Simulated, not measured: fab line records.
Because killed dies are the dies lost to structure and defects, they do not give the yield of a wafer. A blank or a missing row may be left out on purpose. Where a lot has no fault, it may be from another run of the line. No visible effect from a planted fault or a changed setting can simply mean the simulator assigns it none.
fab line records	flow sky130
[record] lots = 5	wafers = 23
route steps=708 shown VIA2@522 CAPM@546 METAL3@560 VIA3@588 CAP2M@614 METAL4@623 VIA4@649
start-h: start of the lot's first displayed wafer, in hours after the record's first day	wait-h: hours from the lot's prior step to this one	" repeats the value in the row above	L1.1+2: several wafers, shown together as one row	- no value present, or no start provided	* or withheld: withheld	< > ~ a bound
route shown NAME@n: names a module that has steps shown in the file, with the first one's number in the route	usual: average and standard deviation across the fault-free wafers	same: alike in all rows	chamber/n: place in a boat	sites: the reading at each site	_std_site: how widely they spread, as a standard deviation	_edge_site: outer sites' mean less inner sites'	radius-mm: for every site, how far away it sits from the centre of the wafer	mask NAME#n: copy n	behind: the most recent tool/chamber to have shaped the wafer	hold: cause of the lot's hold/its duration in hours/its outcome	device: the n, p or np transistor that did not switch	end of line: tests run on the same wafers once the route is complete	a step with no rows: only its recipe	killed: not the wafer's yield, but the dies lost to structure and defects at the first sort	map: shows each die of a wafer: x if killed, . if not, _ if none is there
set.NAME: the run value of the setting; set.NAME@STEP: its run value at that earlier step	model.NAME: the simulator's own value behind a step, which no gauge read
one table per step and one row per wafer, for lots whose settings were changed on purpose
[[steps]]
[step SKY_VIA2_ETCH_15]
[recipe] target = SiO2	chemistry = C4F8/O2/Ar	target-depth-nm = 546	stop-on = TiN	mask-material = KrF-thick	source-w = 1500	bias-w = 1200	pressure-mtorr = 40	c4f8-flow-sccm = withheld	O2_flow_sccm = 6	Ar_flow_sccm = 300	time-s = 84
lot.wafer	tool	chamber	start-h	wait-h	set.bias-w	set.spin-rpm@VIA2_COAT_07	model.KrF-thick_of_VIA2_COAT_07.thk-nm
L074.1	rie-diel-01	2	847.32	0.0	1336	2793	288.4
L074.3	"	0	"	"	1200	3000	280.3
L074.4	"	1	"	"	1336	3000	274.6
L074.5	"	3	"	"	1200	3000	275.1
L074.6	"	0	"	"	1200	2793	296.2
L076.1	rie-diel-03	1	869.43	0.0	1200	3000	277.5
L076.2	"	0	"	"	1200	3000	282
L076.6	"	1	"	"	1200	3000	279.5
L077.1	rie-diel-01	0	875.06	0.0	1200	3000	280.3
L077.3	"	3	"	"	1200	3000	278.1
L077.4	"	1	"	"	1293	3000	278.3
L077.5	"	2	"	"	1200	3000	279
L077.6	"	3	"	"	1293	3000	274.9
L081.1	rie-diel-04	0	910.26	0.0	1278	3216	262
L081.2	"	3	"	"	1200	3216	266.2
L081.3	"	1	"	"	1200	3216	266.7
L081.4	"	2	"	"	1200	3000	283.6
L081.6	"	3	"	"	1278	3000	279.7
L083.1	rie-diel-01	2	914.13	0.0	1200	3000	277.1
L083.2	"	1	"	"	1245	3000	280.7
L083.3	"	3	"	"	1200	3000	277.4
L083.4	"	0	"	"	1245	2887	290.1
L083.6	"	0	"	"	1200	2887	291.4
[step SKY_VIA2_STRIP_16]
[recipe] chemistry = O2/N2	power-w = 1400	pressure-mtorr = 1500	platen-temp-c = withheld	o2-flow-sccm = 3000	n2-flow-sccm = 300	overash-fraction = 0.5
[usual] strip-time-to-endpoint-s = 4.013/0.028
lot.wafer	tool	chamber	start-h	wait-h	set.spin-rpm@VIA2_COAT_07	strip-time-to-endpoint-s
L074.1	plasma-asher-03	0	847.38	0.0	2793	4.102
L074.3	"	0	"	"	3000	4.027
L074.4	"	1	"	"	3000	3.935
L074.5	"	0	"	"	3000	3.939
L074.6	"	1	"	"	2793	4.174
L076.1	plasma-asher-01	1	869.50	0.0	3000	3.968
L076.2	"	0	"	"	3000	4.020
L076.6	"	1	"	"	3000	4.011
L077.1	plasma-asher-04	0	875.12	0.0	3000	3.997
L077.3	"	1	"	"	3000	3.989
L077.4	"	0	"	"	3000	3.987
L077.5	"	1	"	"	3000	4.001
L077.6	"	0	"	"	3000	3.970
L081.1	plasma-asher-01	1	910.32	0.0	3216	3.816
L081.2	"	0	"	"	3216	3.852
L081.3	"	1	"	"	3216	3.860
L081.4	"	0	"	"	3000	4.044
L081.6	"	1	"	"	3000	3.999
L083.1	plasma-asher-04	1	914.20	0.0	3000	3.978
L083.2	"	0	"	"	3000	4.012
L083.3	"	0	"	"	3000	3.991
L083.4	"	1	"	"	2887	4.096
L083.6	"	1	"	"	2887	4.148
[step SKY_CAPM_EXPOSE_09]
[recipe] mask-id = CAPM	na = 0.6	source-shape = conventional	sigma-outer = 0.6	polarization = unpolarized	target-cd-nm = 1000	dose-mj = 159
lot.wafer	tool	chamber	start-h	wait-h	mask	set.dose-mj
L074.1+5	iline-stepper-02	0	-	-	CAPM#0	154.4
L074.3+4+6	"	0	"	"	CAPM#0	159
L076.1+2+6	iline-stepper-01	0	-	-	CAPM#0	159
L077.1+3+4+5+6	iline-stepper-02	0	-	-	CAPM#0	159
L081.1+4	iline-stepper-01	0	-	-	CAPM#0	159
L081.2+3+6	"	0	"	"	CAPM#0	154
L083.1+3	iline-stepper-02	0	-	-	CAPM#0	153.3
L083.2+4+6	"	0	"	"	CAPM#0	159
[step SKY_CAPM_PEB_10]
[recipe] temp-c = withheld	time-s = *	resist = NOVOLAK
[step SKY_CAPM_DEVELOP_11]
[recipe] resist = NOVOLAK	developer = TMAH	develop-time-s = 60	dev-temp-c = 23
[step SKY_CAPM_METAL_ETCH_13]
[recipe] target-depth-nm = 220	stop-on = SiO2	chemistry = Cl2/BCl3	target = TiN	pressure-mtorr = 10	icp-w = 900	bias-w = 48.5	Cl2_flow_sccm = 60	bcl3-flow-sccm = 30	time-s = 62.9
lot.wafer	tool	chamber	start-h	wait-h	set.dose-mj@CAPM_EXPOSE_09	model.CAPM.cd-nm
L074.1	rie-metal-01	0	874.77	0.0	154.4	1010
L074.3	"	0	"	"	159	1003
L074.4	"	0	"	"	159	1007
L074.5	"	0	"	"	154.4	1015
L074.6	"	0	"	"	159	1004
L076.1+6	rie-metal-02	1	896.46	0.0	159	1002
L076.2	"	0	"	"	159	997.7
L077.1	rie-metal-04	0	901.91	0.0	159	998.1
L077.3	"	1	"	"	159	996.7
L077.4	"	0	"	"	159	1001
L077.5	"	0	"	"	159	995.1
L077.6	"	1	"	"	159	997.4
L081.1	rie-metal-04	1	935.91	0.0	159	997.8
L081.2	"	0	"	"	154	1009
L081.3+6	"	1	"	"	154	1007
L081.4	"	0	"	"	159	1000
L083.1+3	rie-metal-01	1,0	942.36	0.0	153.3	1009
L083.2+4	"	0,1	"	"	159	1001
L083.6	"	0	"	"	159	999.4
[step SKY_METAL3_EXPOSE_10]
[recipe] mask-id = MM3	na = 0.68	source-shape = annular	sigma-inner = 0.4	sigma-outer = 0.8	target-cd-nm = 300	dose-mj = 28
lot.wafer	tool	chamber	start-h	wait-h	mask	set.dose-mj
L074.1+3+4+5+6	krf-scanner-02	0	-	-	MM3#0	28
L076.1+2+6	krf-scanner-02	0	-	-	MM3#0	28
L077.1+3+4+5+6	krf-scanner-01	0	-	-	MM3#0	28
L081.1+4+6	krf-scanner-01	0	-	-	MM3#0	28
L081.2+3	"	0	"	"	MM3#0	29.86
L083.1+2+4	krf-scanner-01	0	-	-	MM3#0	29.08
L083.3+6	"	0	"	"	MM3#0	28
[step SKY_METAL3_PEB_11]
[recipe] peb-temp-c = withheld	peb-time-s = withheld	resist = KrF-thick
[step SKY_METAL3_DEVELOP_12]
[recipe] develop-time-s = 60	resist = KrF-thick	dev-temp-c = 21.88
lot.wafer	tool	chamber	start-h	wait-h	set.dose-mj@METAL3_EXPOSE_10	model.METAL3.cd-nm
L074.1	litho-track-04	0	-	-	28	302.9
L074.3	"	0	"	"	28	303
L074.4+5	"	0	"	"	28	302.6
L074.6	"	0	"	"	28	301
L076.1	litho-track-02	0	-	-	28	300.4
L076.2	"	0	"	"	28	300.1
L076.6	"	0	"	"	28	298.1
L077.1+6	litho-track-02	0	-	-	28	298.2
L077.3	"	0	"	"	28	299.3
L077.4	"	0	"	"	28	299.5
L077.5	"	0	"	"	28	299.7
L081.1	litho-track-01	0	-	-	28	299.8
L081.2	"	0	"	"	29.86	287.9
L081.3	"	0	"	"	29.86	288.9
L081.4	"	0	"	"	28	298.8
L081.6	"	0	"	"	28	299.6
L083.1	litho-track-01	0	-	-	29.08	293.9
L083.2	"	0	"	"	29.08	293
L083.3	"	0	"	"	28	300.1
L083.4	"	0	"	"	29.08	294.2
L083.6	"	0	"	"	28	300.2
[step SKY_METAL3_CD_MEAS_13]
[recipe] target-cd-nm = 300
[usual] cd-nm = 300.0/1.6
lot.wafer	tool	chamber	start-h	wait-h	set.dose-mj@METAL3_EXPOSE_10	cd-nm
L074.1	cd-sem-02	-	900.17	-	28	302.8
L074.3	"	-	"	"	28	302.7
L074.4	"	-	"	"	28	302.6
L074.5	"	-	"	"	28	302.7
L074.6	"	-	"	"	28	301.2
L076.1	cd-sem-01	-	922.36	-	28	300.4
L076.2	"	-	"	"	28	300.1
L076.6	"	-	"	"	28	297.9
L077.1	cd-sem-02	-	926.46	-	28	298.3
L077.3	"	-	"	"	28	299.3
L077.4	"	-	"	"	28	299.2
L077.5	"	-	"	"	28	299.7
L077.6	"	-	"	"	28	298.1
L081.1	cd-sem-01	-	960.51	-	28	299.9
L081.2	"	-	"	"	29.86	287.7
L081.3	"	-	"	"	29.86	289.3
L081.4	"	-	"	"	28	298.8
L081.6	"	-	"	"	28	299.9
L083.1	cd-sem-02	-	966.31	-	29.08	293.6
L083.2	"	-	"	"	29.08	292.8
L083.3	"	-	"	"	28	299.7
L083.4	"	-	"	"	29.08	294.2
L083.6	"	-	"	"	28	300.5
[step SKY_METAL3_DESCUM_15]
[recipe] chemistry = O2	source-power-w = 150	bias-power-w = 0	pressure-mtorr = 10	temp-c = 40	time-s = 8
lot.wafer	tool	chamber	start-h	wait-h	set.dose-mj@METAL3_EXPOSE_10	model.METAL3.cd-nm
L074.1+3	rie-metal-03	1	900.33	0.0	28	302.7
L074.4+5	"	1	"	"	28	302.4
L074.6	"	1	"	"	28	300.6
L076.1	rie-metal-02	0	922.52	0.0	28	301.2
L076.2	"	1	"	"	28	299.9
L076.6	"	0	"	"	28	298.8
L077.1	rie-metal-02	0	926.62	0.0	28	298.7
L077.3	"	1	"	"	28	299.1
L077.4	"	0	"	"	28	299.7
L077.5	"	0	"	"	28	300.1
L077.6	"	1	"	"	28	297.9
L081.1	rie-metal-01	0	960.67	0.0	28	300.1
L081.2	"	1	"	"	29.86	288.3
L081.3	"	1	"	"	29.86	289.3
L081.4	"	0	"	"	28	299.1
L081.6	"	1	"	"	28	299.8
L083.1	rie-metal-02	1	966.47	0.0	29.08	293.7
L083.2	"	1	"	"	29.08	293.2
L083.3	"	1	"	"	28	300
L083.4	"	1	"	"	29.08	294.6
L083.6	"	1	"	"	28	300.4
[step SKY_METAL3_ETCH_16]
[recipe] chemistry = N2/H2	target = BARC	ion-energy-ev = 200	bias-w = 100	pressure-mtorr = 30	n2-flow-sccm = 100	h2-flow-sccm = 200	icp-w = 500	stop-on = SiO2	time-s = 88.2	target-depth-a = 600
lot.wafer	tool	chamber	start-h	wait-h	set.time-s	model.KrF-thick_of_METAL3_COAT_08.thk-nm
L074.1	rie-metal-03	1	900.39	0.1	77.72	1088
L074.3	"	1	"	"	77.72	1082
L074.4	"	1	"	"	88.2	1078
L074.5+6	"	1	"	"	88.2	1075
L076.1	rie-metal-02	0	922.55	0.0	88.2	1073
L076.2	"	1	"	"	88.2	1074
L076.6	"	0	"	"	88.2	1071
L077.1	rie-metal-02	0	926.65	0.0	76.88	1081
L077.3	"	1	"	"	76.88	1080
L077.4	"	0	"	"	88.2	1070
L077.5	"	0	"	"	88.2	1075
L077.6	"	1	"	"	76.88	1083
L081.1	rie-metal-01	0	960.70	0.0	88.2	1076
L081.2+4	"	1,0	"	"	88.2	1078
L081.3	"	1	"	"	88.2	1079
L081.6	"	1	"	"	88.2	1073
L083.1+2	rie-metal-02	1	966.53	0.1	88.2	1078
L083.3	"	1	"	"	98.57	1074
L083.4	"	1	"	"	98.57	1075
L083.6	"	1	"	"	88.2	1080
[step SKY_VIA3_ETCH_15]
[recipe] target = SiO2	chemistry = C4F8/O2/Ar	target-depth-nm = 507	stop-on = TiN	mask-material = KrF-thick	source-w = 1500	bias-w = 1200	pressure-mtorr = 40	c4f8-flow-sccm = withheld	O2_flow_sccm = 6	Ar_flow_sccm = 300	time-s = 78
[usual] oes-product-au = 0.955/0.0047
lot.wafer	tool	chamber	start-h	wait-h	set.time-s	oes-product-au	model.KrF-thick_of_VIA3_COAT_07.thk-nm
L074.1	rie-diel-02	1	926.01	0.0	78	0.956	286.9
L074.3	"	3	"	"	74.36	0.980	293.1
L074.4	"	2	"	"	74.36	0.989	291
L074.5	"	3	"	"	78	0.962	285.9
L074.6	"	2	"	"	78	0.956	286.5
L076.1	rie-diel-02	0	948.91	0.0	78	0.952	288.8
L076.2	"	1	"	"	78	0.961	286.7
L076.6	"	2	"	"	78	0.954	287.9
L077.1	rie-diel-02	0	952.86	0.0	78	0.957	291.2
L077.3	"	3	"	"	78	0.952	289.9
L077.4	"	1	"	"	78	0.963	291.8
L077.5	"	0	"	"	78	0.952	291.5
L077.6	"	1	"	"	78	0.947	290.2
L081.1	rie-diel-02	3	985.88	0.0	67.11	1.011	302.6
L081.2	"	2	"	"	78	0.954	288.8
L081.3	"	1	"	"	67.11	0.998	304.6
L081.4	"	2	"	"	78	0.961	289.1
L081.6	"	3	"	"	78	0.959	290
L083.1	rie-diel-01	1	991.86	0.0	86.7	0.939	278.5
L083.2	"	3	"	"	78	0.949	283.6
L083.3	"	0	"	"	78	0.955	286.3
L083.4	"	2	"	"	86.7	0.939	278.8
L083.6	"	3	"	"	86.7	0.940	270.5
[step SKY_VIA3_STRIP_16]
[recipe] chemistry = O2/N2	power-w = 1400	pressure-mtorr = 1500	platen-temp-c = withheld	o2-flow-sccm = 3000	n2-flow-sccm = 300	overash-fraction = 0.5
[usual] strip-time-to-endpoint-s = 4.100/0.025
lot.wafer	tool	chamber	start-h	wait-h	set.time-s@VIA3_ETCH_15	strip-time-to-endpoint-s
L074.1	plasma-asher-01	0	926.07	0.0	78	4.097
L074.3	"	0	"	"	74.36	4.155
L074.4	"	1	"	"	74.36	4.116
L074.5	"	0	"	"	78	4.079
L074.6	"	1	"	"	78	4.086
L076.1	plasma-asher-04	1	948.97	0.0	78	4.099
L076.2	"	0	"	"	78	4.069
L076.6	"	1	"	"	78	4.091
L077.1	plasma-asher-02	1	952.92	0.0	78	4.144
L077.3	"	0	"	"	78	4.124
L077.4	"	1	"	"	78	4.132
L077.5	"	0	"	"	78	4.132
L077.6	"	1	"	"	78	4.118
L081.1	plasma-asher-04	0	985.94	0.0	67.11	4.255
L081.2	"	1	"	"	78	4.112
L081.3	"	1	"	"	67.11	4.261
L081.4	"	0	"	"	78	4.103
L081.6	"	0	"	"	78	4.110
L083.1	plasma-asher-04	0	991.92	0.0	86.7	3.990
L083.2	"	1	"	"	78	4.064
L083.3	"	1	"	"	78	4.074
L083.4	"	0	"	"	86.7	3.997
L083.6	"	0	"	"	86.7	3.892
[step SKY_CAP2M_DEVELOP_11]
[recipe] resist = NOVOLAK	developer = TMAH	develop-time-s = 60	dev-temp-c = 23
lot.wafer	tool	chamber	start-h	wait-h	set.dev-temp-c
L074.1+3+4+5+6	litho-track-04	0	951.97	0.1	23
L076.1+2+6	litho-track-02	0	974.71	0.1	23
L077.1+4+6	litho-track-04	0	978.17	0.1	24.44
L077.3+5	"	0	"	"	23
L081.1+2+6	litho-track-04	0	1010.57	0.1	23
L081.3+4	"	0	"	"	25.64
L083.1+3+6	litho-track-02	0	1015.71	0.1	23
L083.2+4	"	0	"	"	19.9
[step SKY_CAP2M_METAL_ETCH_13]
[recipe] target-depth-nm = 220	stop-on = SiO2	chemistry = Cl2/BCl3	target = TiN	pressure-mtorr = 10	icp-w = 900	bias-w = 48.5	Cl2_flow_sccm = 60	bcl3-flow-sccm = 30	time-s = 62.9
lot.wafer	tool	chamber	start-h	wait-h	set.dev-temp-c@CAP2M_DEVELOP_11	model.CAP2M.cd-nm
L074.1	rie-metal-04	1	952.16	0.0	23	996.9
L074.3	"	1	"	"	23	998.8
L074.4	"	0	"	"	23	994
L074.5	"	0	"	"	23	996.2
L074.6	"	1	"	"	23	998.4
L076.1	rie-metal-04	0	974.90	0.0	23	996.2
L076.2+6	"	1	"	"	23	998.4
L077.1+4	rie-metal-02	1	978.36	0.0	24.44	1005
L077.3	"	1	"	"	23	999.9
L077.5	"	1	"	"	23	999.1
L077.6	"	1	"	"	24.44	1004
L081.1	rie-metal-03	1	1010.76	0.0	23	997.6
L081.2	"	0	"	"	23	1002
L081.3+4	"	1,0	"	"	25.64	1007
L081.6	"	0	"	"	23	1000
L083.1	rie-metal-03	0	1015.90	0.0	23	1002
L083.2	"	1	"	"	19.9	990.2
L083.3+6	"	1	"	"	23	1000
L083.4	"	0	"	"	19.9	991.8
[step SKY_METAL4_COAT_07]
[recipe] resist = BARC	temp-c = withheld	time-s = withheld	spin-rpm = 3000	resist-thk-nm = 60
lot.wafer	tool	chamber	start-h	wait-h	set.resist-thk-nm
L074.1+3+6	litho-track-01	0	964.76	0.1	60
L074.4+5	"	0	"	"	62.35
L076.1+2+6	litho-track-01	0	987.46	0.1	60
L077.1+3	litho-track-04	0	990.77	0.1	60
L077.4+5+6	"	0	"	"	57.1
L081.1+2+3+4+6	litho-track-03	0	1022.14	0.1	60
L083.1+4	litho-track-01	0	1028.06	0.1	57.82
L083.2+3+6	"	0	"	"	60
[step SKY_METAL4_COAT_08]
[recipe] resist = KrF-thick	spin-rpm = 3000	resist-thk-nm = 1140
[step SKY_METAL4_SOFTBAKE_09]
[recipe] temp-c = 100	time-s = 90	resist = KrF-thick
[step SKY_METAL4_DESCUM_15]
[recipe] chemistry = O2	source-power-w = 150	bias-power-w = 0	pressure-mtorr = 10	temp-c = 40	time-s = 8
[step SKY_METAL4_ETCH_16]
[recipe] chemistry = N2/H2	target = BARC	ion-energy-ev = 200	bias-w = 100	pressure-mtorr = 30	n2-flow-sccm = 100	h2-flow-sccm = 200	icp-w = 500	stop-on = SiO2	time-s = 88.2	target-depth-a = 600
lot.wafer	tool	chamber	start-h	wait-h	set.resist-thk-nm@METAL4_COAT_07	model.etch.depth-nm
L074.1	rie-metal-01	1	977.02	0.0	60	60.46
L074.3+6	"	0,1	"	"	60	-
L074.4	"	1	"	"	62.35	62.84
L074.5	"	0	"	"	62.35	62.62
L076.1	rie-metal-01	0	999.76	0.0	60	59.75
L076.2	"	1	"	"	60	59.88
L076.6	"	0	"	"	60	59.67
L077.1	rie-metal-01	0	1002.92	0.0	60	59.53
L077.3	"	1	"	"	60	-
L077.4+5	"	0	"	"	57.1	-
L077.6	"	1	"	"	57.1	56.63
L081.1+2+4	rie-metal-03	1,0,1	1034.35	0.0	60	-
L081.3	"	0	"	"	60	59.96
L081.6	"	0	"	"	60	60.04
L083.1	rie-metal-01	1	1039.27	0.0	57.82	57.63
L083.2	"	0	"	"	60	60
L083.3	"	1	"	"	60	59.98
L083.4	"	0	"	"	57.82	57.87
L083.6	"	1	"	"	60	59.67
[step SKY_METAL4_METAL_ETCH_18]
[recipe] target-depth-a = 8450	stop-on = SiO2	over-etch-frac = 0.3	time-s = 183.1	chemistry = Cl2/BCl3	resist-sidewall-deg = 88	pressure-mtorr = 10	icp-w = 900	bias-w = 48.5	Cl2_flow_sccm = 60	bcl3-flow-sccm = 30
[usual] oes-product-au = 0.866/0.0054
lot.wafer	tool	chamber	start-h	wait-h	set.over-etch-frac	oes-product-au
L074.1	rie-metal-04	0	977.14	0.0	0.3228	0.854
L074.3	"	0	"	"	0.3228	0.857
L074.4	"	1	"	"	0.3228	0.856
L074.5	"	1	"	"	0.3	0.866
L074.6	"	0	"	"	0.3	0.862
L076.1	rie-metal-03	0	999.88	0.0	0.3	0.864
L076.2	"	1	"	"	0.3	0.870
L076.6	"	0	"	"	0.3	0.866
L077.1	rie-metal-04	0	1003.04	0.0	0.3	0.874
L077.3	"	0	"	"	0.3	0.866
L077.4	"	1	"	"	0.2298	0.893
L077.5	"	1	"	"	0.3	0.874
L077.6	"	0	"	"	0.2298	0.898
L081.1	rie-metal-01	0	1034.47	0.0	0.3	0.871
L081.2	"	1	"	"	0.37	0.832
L081.3	"	1	"	"	0.3	0.869
L081.4	"	0	"	"	0.37	0.836
L081.6	"	1	"	"	0.3	0.861
L083.1	rie-metal-03	1	1039.39	0.0	0.3	0.863
L083.2	"	0	"	"	0.3	0.862
L083.3	"	1	"	"	0.3	0.869
L083.4	"	0	"	"	0.3	0.858
L083.6	"	1	"	"	0.3	0.868
[step SKY_VIA4_DEVELOP_10]
[recipe] resist = NOVOLAK	developer = TMAH	develop-time-s = 60	dev-temp-c = 23
lot.wafer	tool	chamber	start-h	wait-h	set.dev-temp-c
L074.1+3+4+5+6	litho-track-04	0	1001.72	0.1	23
L076.1+2+6	litho-track-01	0	1024.36	0.1	23
L077.1+4+5	litho-track-02	0	1027.01	0.1	23
L077.3+6	"	0	"	"	21.66
L081.1+6	litho-track-04	0	1057.73	0.1	23
L081.2+3+4	"	0	"	"	25.58
L083.1+2+6	litho-track-04	0	1061.93	0.1	19.29
L083.3+4	"	0	"	"	23
[step SKY_VIA4_ETCH_12]
[recipe] target = SiO2	chemistry = C4F8/O2/Ar	stop-on = TiN	mask-material = NOVOLAK	source-w = 1500	bias-w = 1200	pressure-mtorr = 40	c4f8-flow-sccm = withheld	O2_flow_sccm = 6	Ar_flow_sccm = 300	time-s = withheld	target-depth-a = 5800
lot.wafer	tool	chamber	start-h	wait-h	set.dev-temp-c@VIA4_DEVELOP_10	model.VIA4.cd-nm
L074.1	rie-diel-04	3	1001.91	0.0	23	794.9
L074.3+6	"	2	"	"	23	794.8
L074.4	"	0	"	"	23	796.6
L074.5	"	1	"	"	23	793.9
L076.1	rie-diel-04	0	1024.55	0.0	23	799.5
L076.2	"	3	"	"	23	799.4
L076.6	"	0	"	"	23	797.6
L077.1	rie-diel-01	2	1027.20	0.0	23	801.5
L077.3	"	1	"	"	21.66	803.3
L077.4	"	3	"	"	23	799.8
L077.5	"	0	"	"	23	799.4
L077.6	"	1	"	"	21.66	803.8
L081.1	rie-diel-01	1	1057.91	0.0	23	803.7
L081.2	"	0	"	"	25.58	795.1
L081.3	"	3	"	"	25.58	793.6
L081.4	"	2	"	"	25.58	793.1
L081.6	"	0	"	"	23	800.4
L083.1	rie-diel-01	2	1062.11	0.0	19.29	811.9
L083.2	"	1	"	"	19.29	812.5
L083.3	"	3	"	"	23	800.2
L083.4	"	0	"	"	23	802.1
L083.6	"	3	"	"	19.29	815.3
[[key]]
[split] step = SKY_VIA2_ETCH_15	setting = bias-w	stated = 1200	by = wafer
response none clear
[split] step = SKY_CAPM_EXPOSE_09	setting = dose-mj	stated = 159	by = wafer
[response] step = SKY_CAPM_METAL_ETCH_13	reading = model.CAPM.cd-nm	change = -2.63	per = 1%	r = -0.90
[split] step = SKY_METAL3_EXPOSE_10	setting = dose-mj	stated = 28	by = wafer
[response] step = SKY_METAL3_DEVELOP_12	reading = model.METAL3.cd-nm	change = -1.66	per = 1%	r = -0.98
[response] step = SKY_METAL3_CD_MEAS_13	reading = cd-nm	change = -1.67	per = 1%	r = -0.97
[response] step = SKY_METAL3_DESCUM_15	reading = model.METAL3.cd-nm	change = -1.64	per = 1%	r = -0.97
[split] step = SKY_METAL3_ETCH_16	setting = time-s	stated = 88.2	by = wafer
[response] step = SKY_METAL3_ETCH_16	reading = model.KrF-thick_of_METAL3_COAT_08.thk-nm	change = -0.632	per = 1%	r = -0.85
[split] step = SKY_VIA3_ETCH_15	setting = time-s	stated = 78	by = wafer
[response] step = SKY_VIA3_ETCH_15	reading = oes-product-au	change = -0.00269	per = 1%	r = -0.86
[response] step = SKY_VIA3_ETCH_15	reading = model.KrF-thick_of_VIA3_COAT_07.thk-nm	change = -0.956	per = 1%	r = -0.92
[response] step = SKY_VIA3_STRIP_16	reading = strip-time-to-endpoint-s	change = *	per = 1%	r = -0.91
[split] step = SKY_CAP2M_DEVELOP_11	setting = dev-temp-c	stated = 23	by = wafer
[response] step = SKY_CAP2M_METAL_ETCH_13	reading = model.CAP2M.cd-nm	change = +0.701	per = 1%	r = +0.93
[split] step = SKY_METAL4_COAT_07	setting = resist-thk-nm	stated = 60	by = wafer
[response] step = SKY_METAL4_ETCH_16	reading = model.etch.depth-nm	change = +0.589	per = 1%	r = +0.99
[split] step = SKY_METAL4_METAL_ETCH_18	setting = over-etch-frac	stated = 0.3	by = wafer
[response] step = SKY_METAL4_METAL_ETCH_18	reading = oes-product-au	change = -0.0012	per = 1%	r = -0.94
[split] step = SKY_VIA4_DEVELOP_10	setting = dev-temp-c	stated = 23	by = wafer
[response] step = SKY_VIA4_ETCH_12	reading = model.VIA4.cd-nm	change = -0.727	per = 1%	r = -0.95
split outside-this-file step=SKY_VIA2_COAT_07 setting=spin-rpm
// split outside-this-file: this setting was split too, and the file shows its column; the key of that split is in another file
